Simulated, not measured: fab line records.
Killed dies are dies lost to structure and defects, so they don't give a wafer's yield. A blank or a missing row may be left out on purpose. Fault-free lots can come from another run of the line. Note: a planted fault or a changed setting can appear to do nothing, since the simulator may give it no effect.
fab line records	flow sfq_line
record lots=6	wafers=18	last_day=91
route steps=325 shown I2@107 M3@118 I3@133 M4@148 M8@325
lots that met no fault: taken from a fault-free run of the same line
start_h: the number of hours between the record's first day and the start of the first shown wafer of the lot	wait_h: time in hours since the lot's previous step	" same as the row above	L1.1+2: one row covering several wafers at once	- value missing, or start not given	* or withheld: withheld	< > ~ a bound
route shown NAME@n: NAME is a module with steps in the file, n the number in the route of the first one	usual: the fault-free wafers' mean and standard deviation	same: alike in all rows	chamber/n: place in a boat	sites: per-site readings	_std_site: how widely they spread, as a standard deviation	_edge_site: mean of outer sites minus mean of inner sites	radius_mm: how far each site lies from the wafer's centre	mask NAME#n: copy n	behind: the most recent tool/chamber to have shaped the wafer	hold: why the lot was held/for how many hours/how that ended	device: the transistor (n, p or np) that didn't switch	end of line: tests run on the same wafers once the route is complete	step lacking rows: just its recipe	killed: count of dies lost to structure and defects at first sort (not the wafer's yield)	map: a wafer's dies, x killed, . not, _ none there
set.NAME: setting as actually run; set.NAME@STEP: the setting as run at that earlier step	model.NAME: the simulator's own value behind a step, which no gauge read
lots at some steps of the route; a table a step, a row a wafer
services: when a tool's chamber went out of use (start_h, in hours from the record's first day, below 0 if earlier), for how many hours, and the reason
## steps
# step SFQ_TRILAYER_I2_VIA_LITHO_COAT_072
# recipe resist=BARC	spin_rpm=3000	resist_thk_nm=62
# step SFQ_TRILAYER_I2_VIA_LITHO_COAT_067
# recipe resist=KrF	spin_rpm=3036	resist_thk_nm=650
# step SFQ_TRILAYER_I2_VIA_LITHO_SOFTBAKE_071
# recipe temp_c=withheld	time_s=withheld	resist=KrF
# step SFQ_TRILAYER_I2_VIA_LITHO_EXPOSE_068
# recipe mask_id=I2	na=0.6	source_shape=conventional	sigma_outer=0.65	target_cd_nm=500	dose_mj=21.3
# step SFQ_TRILAYER_I2_VIA_LITHO_PEB_070
# recipe peb_temp_c=115	peb_time_s=60	resist=KrF
# step SFQ_TRILAYER_I2_VIA_LITHO_DEVELOP_069
# recipe time_s=60	resist=KrF
# step SFQ_I2_OVL_MEAS_918
# usual I2_OVL=1/5.4
lot.wafer	tool	chamber	start_h	wait_h	I2_OVL[nm]
L929.1	overlay-01	-	760.07	0.1	1
L929.3	"	-	"	"	0
L929.6	"	-	"	"	7
L933.2	overlay-01	-	845.96	0.1	1
L933.3	"	-	"	"	0
L933.6	"	-	"	"	6
L934.1	overlay-01	-	870.21	0.1	-14
L934.3	"	-	"	"	-5
L934.4	"	-	"	"	-3
L935.1	overlay-01	-	876.21	0.1	8
L935.4	"	-	"	"	5
L935.5	"	-	"	"	6
L936.1	overlay-01	-	894.18	0.1	-3
L936.4	"	-	"	"	-9
L936.5	"	-	"	"	-10
L945.4	overlay-01	-	1107.43	0.1	2
L945.5	"	-	"	"	4
L945.6	"	-	"	"	6
# step SFQ_TRILAYER_I2_VIA_BARC_OPEN_VIA_ETCH_096
# recipe mask_material=PR	chemistry=O2	target_depth_nm=125	target=BARC	source_w=500	bias_w=80	pressure_mtorr=30	time_s=41.7
# step SFQ_TRILAYER_I2_VIA_ETCH_VIA_ETCH_070
# recipe target=SiO2	stop_on=Nb	mask_material=PR	taper_deg=20	chemistry=CHF3	target_depth_nm=260	source_w=500	bias_w=80	pressure_mtorr=30	time_s=withheld
# usual drypump_motor_current_A=5.7/0.36	oes_product_au=0.855/0.0054
lot.wafer	tool	chamber	start_h	wait_h	drypump_motor_current_A	oes_product_au
L929.1	rie_diel-01	3	760.15	0.0	5.9	0.849
L929.3	"	0	"	"	5.4	0.848
L929.6	"	1	"	"	5.8	0.850
L933.2	rie_diel-03	2	846.03	0.0	5.7	0.859
L933.3	"	1	"	"	5.9	0.849
L933.6	"	2	"	"	5.8	0.854
L934.1	rie_diel-01	1	870.28	0.0	5.8	0.857
L934.3	"	0	"	"	5.4	0.855
L934.4	"	3	"	"	5.9	0.850
L935.1	rie_diel-04	3	876.28	0.0	5.7	0.859
L935.4	"	0	"	"	5.0	0.858
L935.5	"	2	"	"	5.0	0.854
L936.1	rie_diel-01	0	894.26	0.0	5.4	0.850
L936.4	"	3	"	"	5.9	0.855
L936.5	"	0	"	"	5.4	0.856
L945.4	rie_diel-01	3	1107.49	0.0	5.9	0.845
L945.5	"	2	"	"	6.2	0.849
L945.6	"	3	"	"	5.9	0.847
# step SFQ_TRILAYER_I2_VIA_STRIP_STRIP_071
# recipe gas=O2	power_w=200	platen_temp_c=40	overash_fraction=0.65	chemistry=O2	pressure_mtorr=50
# step SFQ_TRILAYER_I2_VIA_STRIP_SOLV_CLEAN_072
# recipe chemistry=NMP	temp_c=70	time_s=600
# step SFQ_TRILAYER_M3_DEP_PRE_CLEAN_074
# recipe gas=Ar	time_s=22.5	bias_v=250
# step SFQ_TRILAYER_M3_DEP_SPUTTER_073
# recipe material=Nb	base_pressure_pa=1.33e-06	chamber_pressure_pa=0.1383	substrate_temp_c=20	resputter_cathode_voltage_v=400	target_thk_nm=200	power_w=2000	time_s=133.3
# usual cathode_dc_power_W=2000.0/0.32	throttle_valve_pct=30.1/0.96
lot.wafer	tool	chamber	start_h	wait_h	cathode_dc_power_W	throttle_valve_pct	model.Nb_of_TRILAYER_M3_DEP_SPUTTER_073.thk_nm
L929.1	pvd_sputter-03	-	761.24	0.0	2000.2	28.0	197.4
L929.3	"	-	"	"	2000.2	31.8	196.5
L929.6	"	-	"	"	1999.9	31.5	198.1
L933.2	pvd_sputter-06	-	846.94	0.0	2000.5	29.4	200.9
L933.3	"	-	"	"	2000.0	30.0	201.6
L933.6	"	-	"	"	2000.1	28.7	201.3
L934.1	pvd_sputter-06	-	871.20	0.0	1999.8	28.7	198.7
L934.3	"	-	"	"	1480.2	30.1	148.2
L934.4	"	-	"	"	2000.3	29.4	198.7
L935.1	pvd_sputter-03	-	877.20	0.0	1999.7	31.9	198.3
L935.4	"	-	"	"	1999.9	28.0	196.6
L935.5	"	-	"	"	1999.3	30.2	198.6
L936.1	pvd_sputter-06	-	895.18	0.0	1481.6	30.1	149.4
L936.4	"	-	"	"	1999.7	30.2	199.9
L936.5	"	-	"	"	2000.2	29.4	200
L945.4	pvd_sputter-03	-	1108.40	0.0	2000.4	30.0	198.1
L945.5	"	-	"	"	1999.8	27.9	196.6
L945.6	"	-	"	"	2000.0	30.2	197.2
# step SFQ_M3_RS_MEAS_919
# recipe thk_meas_gauge=four-point-probe	reads=Nb_of_TRILAYER_M3_DEP_SPUTTER_073
# usual M3_NB_RS=0.894/0.0078
lot.wafer	tool	chamber	start_h	wait_h	M3_NB_RS[ohm/sq]
L929.1	film_metro-04	-	761.33	0.0	0.905
L929.3	"	-	"	"	0.908
L929.6	"	-	"	"	0.901
L933.2	film_metro-01	-	847.05	0.1	0.886
L933.3	"	-	"	"	0.883
L933.6	"	-	"	"	0.885
L934.1	film_metro-01	-	871.29	0.0	0.897
L934.3	"	-	"	"	1.207
L934.4	"	-	"	"	0.897
L935.1	film_metro-01	-	877.29	0.0	0.899
L935.4	"	-	"	"	0.904
L935.5	"	-	"	"	0.897
L936.1	film_metro-04	-	895.27	0.0	1.197
L936.4	"	-	"	"	0.894
L936.5	"	-	"	"	0.893
L945.4	film_metro-01	-	1108.55	0.1	0.900
L945.5	"	-	"	"	0.905
L945.6	"	-	"	"	0.904
# step SFQ_TRILAYER_M3_LITHO_COAT_080
# recipe resist=BARC	spin_rpm=3000	resist_thk_nm=62
# step SFQ_TRILAYER_M3_LITHO_COAT_075
# recipe resist=KrF	spin_rpm=3000	resist_thk_nm=600
# step SFQ_TRILAYER_M3_LITHO_SOFTBAKE_079
# recipe temp_c=withheld	time_s=withheld	resist=KrF
# step SFQ_TRILAYER_M3_LITHO_EXPOSE_076
# recipe mask_id=M3	na=0.6	source_shape=conventional	sigma_outer=0.65	target_cd_nm=500	dose_mj=14.4
# step SFQ_TRILAYER_M3_LITHO_PEB_078
# recipe peb_temp_c=115	peb_time_s=60	resist=KrF
# step SFQ_TRILAYER_M3_LITHO_DEVELOP_077
# recipe time_s=60	resist=KrF
# step SFQ_M3_OVL_MEAS_921
# usual M3_OVL=-3/4.7
lot.wafer	tool	chamber	start_h	wait_h	M3_OVL[nm]
L929.1	overlay-01	-	917.96	0.1	-1
L929.3	"	-	"	"	-1
L929.6	"	-	"	"	-2
L933.2	overlay-01	-	993.55	0.1	3
L933.3	"	-	"	"	3
L933.6	"	-	"	"	2
L934.1	overlay-01	-	1012.79	0.1	-13
L934.3	"	-	"	"	-7
L934.4	"	-	"	"	-6
L935.1	overlay-02	-	1017.59	0.1	-3
L935.4	"	-	"	"	-3
L935.5	"	-	"	"	-6
L936.1	overlay-01	-	1030.10	0.1	4
L936.4	"	-	"	"	-10
L936.5	"	-	"	"	0
L945.4	overlay-02	-	1239.65	0.1	2
L945.5	"	-	"	"	0
L945.6	"	-	"	"	0
# step SFQ_TRILAYER_M3_BARC_OPEN_METAL_ETCH_100
# recipe mask_material=PR	chemistry=O2	target_depth_nm=125	target=BARC	icp_w=600	bias_w=78.62	pressure_mtorr=10	time_s=41.7
# step SFQ_TRILAYER_M3_ETCH_METAL_ETCH_078
# recipe target=Nb	stop_on=SiO2	mask_material=PR	chemistry=Cl2/Ar	target_depth_nm=240	icp_w=600	bias_w=80	pressure_mtorr=10	time_s=120
# usual drypump_motor_current_A=5.8/0.4	oes_product_au=0.893/0.0061
lot.wafer	tool	chamber	start_h	wait_h	drypump_motor_current_A	oes_product_au	rf_hours_counter_h
L929.1	rie_metal-04	0	918.06	0.0	5.1	0.873	32
L929.3	"	1	"	"	5.8	0.883	-
L929.6	"	0	"	"	5.1	0.888	-
L933.2	rie_metal-04	0	993.64	0.0	5.1	0.892	43
L933.3	"	1	"	"	5.8	0.899	-
L933.6	"	1	"	"	5.8	0.897	-
L934.1	rie_metal-03	0	1012.94	0.1	6.1	0.888	21
L934.3	"	0	"	"	6.1	0.762	-
L934.4	"	0	"	"	6.1	0.901	-
L935.1	rie_metal-02	1	1017.68	0.0	5.4	0.897	81
L935.4	"	1	"	"	5.4	0.879	-
L935.5	"	1	"	"	5.4	0.888	-
L936.1	rie_metal-03	0	1030.19	0.0	6.1	0.767	27
L936.4	"	0	"	"	6.1	0.897	-
L936.5	"	1	"	"	6.0	0.891	-
L945.4	rie_metal-03	1	1239.77	0.1	6.0	0.896	-
L945.5	"	1	"	"	6.0	0.888	-
L945.6	"	0	"	"	6.1	0.885	-
# step SFQ_TRILAYER_M3_STRIP_STRIP_079
# recipe gas=O2	power_w=200	platen_temp_c=40	overash_fraction=0.65	chemistry=O2	pressure_mtorr=50
# usual drypump_motor_current_A=5.8/0.39	oes_product_au=1.000/0.0085
lot.wafer	tool	chamber	start_h	wait_h	drypump_motor_current_A	oes_product_au	rf_hours_counter_h
L929.1	rie_metal-04	0	918.18	0.1	5.1	1.002	32
L929.3	"	1	"	"	5.8	0.992	-
L929.6	"	0	"	"	5.1	1.006	-
L933.2	rie_metal-04	0	993.77	0.1	5.0	0.995	43
L933.3	"	1	"	"	5.9	1.000	-
L933.6	"	1	"	"	5.8	1.005	-
L934.1	rie_metal-03	0	1013.19	0.2	6.1	1.013	21
L934.3	"	0	"	"	6.1	1.000	-
L934.4	"	0	"	"	6.1	1.017	-
L935.1	rie_metal-02	1	1017.81	0.1	5.4	1.001	81
L935.4	"	1	"	"	5.4	1.009	-
L935.5	"	1	"	"	5.4	1.001	-
L936.1	rie_metal-03	0	1030.32	0.1	6.1	1.002	27
L936.4	"	0	"	"	6.1	1.009	-
L936.5	"	1	"	"	6.0	0.987	-
L945.4	rie_metal-03	1	1240.05	0.2	6.0	1.001	-
L945.5	"	1	"	"	6.0	1.000	-
L945.6	"	0	"	"	6.1	1.005	-
# step SFQ_TRILAYER_M3_STRIP_SOLV_CLEAN_080
# recipe chemistry=NMP	temp_c=70	time_s=600
# step SFQ_TRILAYER_I3_DEP_PECVD_081
# recipe material=SiO2	temp_c=150	time_s=111.11	pressure_torr=2.4	rf_w=183.3	precursor=SiH4/N2O	target_thk_nm=500
# usual heater_power_w=76/14	throttle_valve_pct=24.9/0.75
lot.wafer	tool	chamber	start_h	wait_h	heater_power_w	throttle_valve_pct
L929.1	pecvd-04	2	918.96	0.0	96	25.1
L929.3	"	1	"	"	82	25.3
L929.6	"	1	"	"	66	25.9
L933.2	pecvd-04	1	994.54	0.0	73	25.4
L933.3	"	0	"	"	54	25.1
L933.6	"	1	"	"	77	25.5
L934.1	pecvd-04	1	1014.57	0.0	68	25.8
L934.3	"	0	"	"	54	25.0
L934.4	"	0	"	"	57	25.1
L935.1	pecvd-02	2	1018.58	0.0	71	24.5
L935.4	"	1	"	"	47	23.8
L935.5	"	0	"	"	76	24.2
L936.1	pecvd-01	0	1031.09	0.0	97	24.2
L936.4	"	2	"	"	71	26.0
L936.5	"	0	"	"	98	24.0
L945.4	pecvd-01	2	1240.67	0.0	81	26.2
L945.5	"	1	"	"	81	26.3
L945.6	"	0	"	"	109	24.7
# step SFQ_TRILAYER_I3_CMP_CMP_082
# recipe material=SiO2	down_force_psi=3	platen_rpm=60	pad_velocity_m_s=0.94248
# step SFQ_I3_BOW_MEAS_922
# recipe mode=bow
# usual I3_BOW=3/9.2
lot.wafer	tool	chamber	start_h	wait_h	I3_BOW[um]
L929.1	film_metro-04	-	944.20	2.0	20
L929.3	"	-	"	"	15
L929.6	"	-	"	"	2
L933.2	film_metro-02	-	1011.78	2.0	8
L933.3	"	-	"	"	2
L933.6	"	-	"	"	18
L934.1	film_metro-01	-	1023.89	1.5	0
L934.3	"	-	"	"	3
L934.4	"	-	"	"	-10
L935.1	film_metro-02	-	1026.89	1.0	18
L935.4	"	-	"	"	8
L935.5	"	-	"	"	18
L936.1	film_metro-01	-	1044.21	2.0	2
L936.4	"	-	"	"	16
L936.5	"	-	"	"	9
L945.4	film_metro-04	-	1250.36	2.6	-2
L945.5	"	-	"	"	6
L945.6	"	-	"	"	-8
# step SFQ_TRILAYER_I3_METRO_MEASURE_083
# step SFQ_TRILAYER_I3_VIA_LITHO_COAT_090
# recipe resist=BARC	spin_rpm=3000	resist_thk_nm=62
# step SFQ_TRILAYER_I3_VIA_LITHO_COAT_085
# recipe resist=KrF	spin_rpm=3000	resist_thk_nm=650
# step SFQ_TRILAYER_I3_VIA_LITHO_SOFTBAKE_089
# recipe temp_c=withheld	time_s=withheld	resist=KrF
# step SFQ_TRILAYER_I3_VIA_LITHO_EXPOSE_086
# recipe mask_id=I3	na=0.6	source_shape=conventional	sigma_outer=0.65	target_cd_nm=500	dose_mj=21.3
# step SFQ_TRILAYER_I3_VIA_LITHO_PEB_088
# recipe peb_temp_c=115	peb_time_s=60	resist=KrF
# step SFQ_TRILAYER_I3_VIA_LITHO_DEVELOP_087
# recipe time_s=60	resist=KrF
# step SFQ_I3_OVL_MEAS_923
# usual I3_OVL=0/6
lot.wafer	tool	chamber	start_h	wait_h	I3_OVL[nm]
L929.1	overlay-02	-	1074.89	0.1	-3
L929.3	"	-	"	"	-3
L929.6	"	-	"	"	-4
L933.2	overlay-02	-	1141.02	0.1	-5
L933.3	"	-	"	"	-2
L933.6	"	-	"	"	2
L934.1	overlay-01	-	1155.41	0.1	3
L934.3	"	-	"	"	5
L934.4	"	-	"	"	9
L935.1	overlay-02	-	1159.01	0.1	11
L935.4	"	-	"	"	8
L935.5	"	-	"	"	15
L936.1	overlay-02	-	1171.14	0.1	-5
L936.4	"	-	"	"	-1
L936.5	"	-	"	"	-3
L945.4	overlay-01	-	1254.02	0.1	-3
L945.5	"	-	"	"	0
L945.6	"	-	"	"	-4
# step SFQ_TRILAYER_I3_VIA_BARC_OPEN_VIA_ETCH_121
# recipe mask_material=PR	chemistry=O2	target_depth_nm=125	target=BARC	source_w=482.5	bias_w=80	pressure_mtorr=30	time_s=41.7
# step SFQ_TRILAYER_I3_VIA_ETCH_VIA_ETCH_088
# recipe target=SiO2	stop_on=Nb	mask_material=PR	taper_deg=20	chemistry=CHF3	target_depth_nm=260	source_w=500	bias_w=80	pressure_mtorr=30	time_s=withheld
# usual drypump_motor_current_A=5.6/0.43	oes_product_au=0.856/0.005
lot.wafer	tool	chamber	start_h	wait_h	drypump_motor_current_A	oes_product_au
L929.1	rie_diel-02	3	1074.96	0.0	5.4	0.856
L929.3	"	2	"	"	6.1	0.857
L929.6	"	0	"	"	5.1	0.856
L933.2	rie_diel-02	2	1141.09	0.0	6.1	0.848
L933.3	"	3	"	"	5.4	0.854
L933.6	"	1	"	"	6.1	0.854
L934.1	rie_diel-01	0	1155.49	0.0	5.4	0.866
L934.3	"	3	"	"	5.8	0.859
L934.4	"	3	"	"	5.9	0.863
L935.1	rie_diel-01	0	1159.09	0.0	5.4	0.850
L935.4	"	2	"	"	6.3	0.852
L935.5	"	0	"	"	5.4	0.850
L936.1	rie_diel-04	0	1171.21	0.0	5.0	0.847
L936.4	"	2	"	"	5.0	0.851
L936.5	"	0	"	"	5.0	0.855
L945.4	rie_diel-01	1	1254.08	0.0	5.8	0.856
L945.5	"	0	"	"	5.4	0.857
L945.6	"	3	"	"	5.9	0.844
# step SFQ_TRILAYER_I3_VIA_STRIP_STRIP_089
# recipe gas=O2	power_w=200	platen_temp_c=40	overash_fraction=0.65	chemistry=O2	pressure_mtorr=50
# usual drypump_motor_current_A=6.02/0.29	oes_product_au=0.998/0.0078
lot.wafer	tool	chamber	start_h	wait_h	drypump_motor_current_A	oes_product_au	rf_hours_counter_h
L929.1	rie_metal-03	0	1075.07	-	6.07	1.007	35
L929.3	"	0	"	"	6.08	1.011	-
L929.6	"	1	"	"	5.99	0.990	-
L933.2	rie_metal-02	0	1141.20	-	6.31	0.993	95
L933.3	"	1	"	"	5.46	0.997	-
L933.6	"	0	"	"	6.32	0.991	-
L934.1	rie_metal-02	0	1155.60	-	6.25	0.999	97
L934.3	"	0	"	"	6.30	0.993	-
L934.4	"	1	"	"	5.39	0.997	-
L935.1	rie_metal-03	1	1159.20	-	5.98	0.992	125
L935.4	"	0	"	"	6.07	1.002	-
L935.5	"	1	"	"	6.01	0.986	-
L936.1	rie_metal-03	0	1171.32	-	6.10	0.993	46
L936.4	"	1	"	"	6.01	0.989	-
L936.5	"	1	"	"	6.01	0.997	-
L945.4	rie_metal-03	1	1254.39	-	5.99	1.004	-
L945.5	"	1	"	"	5.99	1.001	-
L945.6	"	0	"	"	6.09	0.988	-
# step SFQ_TRILAYER_I3_VIA_STRIP_SOLV_CLEAN_090
# recipe chemistry=NMP	temp_c=70	time_s=600
# step SFQ_TRILAYER_M4_DEP_PRE_CLEAN_092
# recipe gas=Ar	time_s=22.5	bias_v=250
# step SFQ_M8_BOW_MEAS_951
# recipe mode=bow
# usual M8_BOW=9/10
lot.wafer	tool	chamber	start_h	wait_h	M8_BOW[um]	model.etest.m3.ohm_um	model.etest.i2.link_ohm	model.etest.i3.link_ohm	model.etest.m3.ohm_sq
L929.1	film_metro-02	-	2077.16	0.0	26	1.814	1.984	1.991	0.9026
L929.3	"	-	"	"	20	1.815	1.976	1.991	0.9069
L929.6	"	-	"	"	8	1.805	1.969	1.995	0.8994
L933.2	film_metro-01	-	2096.70	0.0	15	1.783	1.967	1.964	0.887
L933.3	"	-	"	"	10	1.772	1.966	1.971	0.8839
L933.6	"	-	"	"	24	1.772	1.962	1.967	0.8849
L934.1	film_metro-03	-	2103.86	0.0	7	1.79	1.978	1.984	0.8964
L934.3	"	-	"	"	11	2.41	2.345	2.301	1.202
L934.4	"	-	"	"	-3	1.792	1.98	1.984	0.8969
L935.1	film_metro-02	-	2111.78	0.0	26	1.791	1.977	1.977	0.8987
L935.4	"	-	"	"	16	1.807	1.994	1.99	0.9061
L935.5	"	-	"	"	26	1.786	1.983	1.981	0.8969
L936.1	film_metro-01	-	2115.36	0.0	7	2.391	2.315	2.269	1.192
L936.4	"	-	"	"	19	1.78	1.958	1.967	0.8914
L936.5	"	-	"	"	12	1.782	1.95	1.969	0.8909
L945.4	film_metro-02	-	2175.68	0.1	11	1.795	1.975	1.986	0.8994
L945.5	"	-	"	"	20	1.808	1.978	1.989	0.9064
L945.6	"	-	"	"	6	1.806	1.982	1.99	0.9037
## services
tool	chamber	start_h	hours	kind
rie_metal-02	1	747.28	5.9	repair
pvd_sputter-06	-	799.43	1.3	repair
pvd_sputter-03	-	809.01	8.8	repair
pecvd-04	0	811.61	5.2	repair
pecvd-04	-	831.96	14.6	pm
rie_metal-02	-	835.04	0.8	repair
rie_metal-03	-	837.94	2.4	repair
rie_metal-03	-	852.75	1.3	repair
pvd_sputter-06	-	859.64	1.6	repair
rie_diel-01	2	893.54	3.5	repair
rie_metal-03	0	905.28	3.3	repair
pvd_sputter-03	-	906.65	9.6	repair
rie_metal-03	-	932.83	0.8	repair
pvd_sputter-03	-	966.97	1.4	repair
rie_metal-02	-	998.24	1.0	repair
rie_metal-03	1	1005.37	17.1	repair
pvd_sputter-06	-	1013.31	21.9	repair
pvd_sputter-06	-	1019.81	1.0	repair
rie_metal-04	0	1063.00	20.2	repair
pecvd-04	0	1083.77	12.1	repair
rie_metal-03	-	1182.65	0.5	repair
rie_metal-02	-	1189.74	2.8	pm
rie_metal-02	-	1219.29	0.8	repair
rie_diel-01	3	1244.99	4.2	repair
## key
first_sign step=SFQ_TRILAYER_M3_DEP_SPUTTER_073	reading=cathode_dc_power_W	direction=down	sigmas=99+	usual=2000.0	struck=1480.9
effect step=SFQ_M3_RS_MEAS_919	reading=M3_NB_RS	direction=up	sigmas=39	usual=0.894	struck=1.202
effect step=SFQ_TRILAYER_M3_ETCH_METAL_ETCH_078	reading=oes_product_au	direction=down	sigmas=21	usual=0.893	struck=0.764
model_effect step=SFQ_TRILAYER_M3_DEP_SPUTTER_073	value=Nb_of_TRILAYER_M3_DEP_SPUTTER_073.thk_nm	without=200.7	struck=148.8
model_effect step=SFQ_M8_BOW_MEAS_951	value=etest.m3.ohm_um	without=1.78	struck=2.4
met_at SFQ_TRILAYER_M3_DEP_SPUTTER_073
struck_wafers L934.3,L936.1
onset_between 846.94 871.20
fault kind=process_parameter_drift	tool=pvd_sputter-06	chamber=-	onset_h=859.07	steps=SFQ_TRILAYER_M3_DEP_SPUTTER_073	channel=power_w	offset=-519.2	shape=step	end_h=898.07	acts_in=these_recipes_only	stated=2000	scope=struck_wafers_only
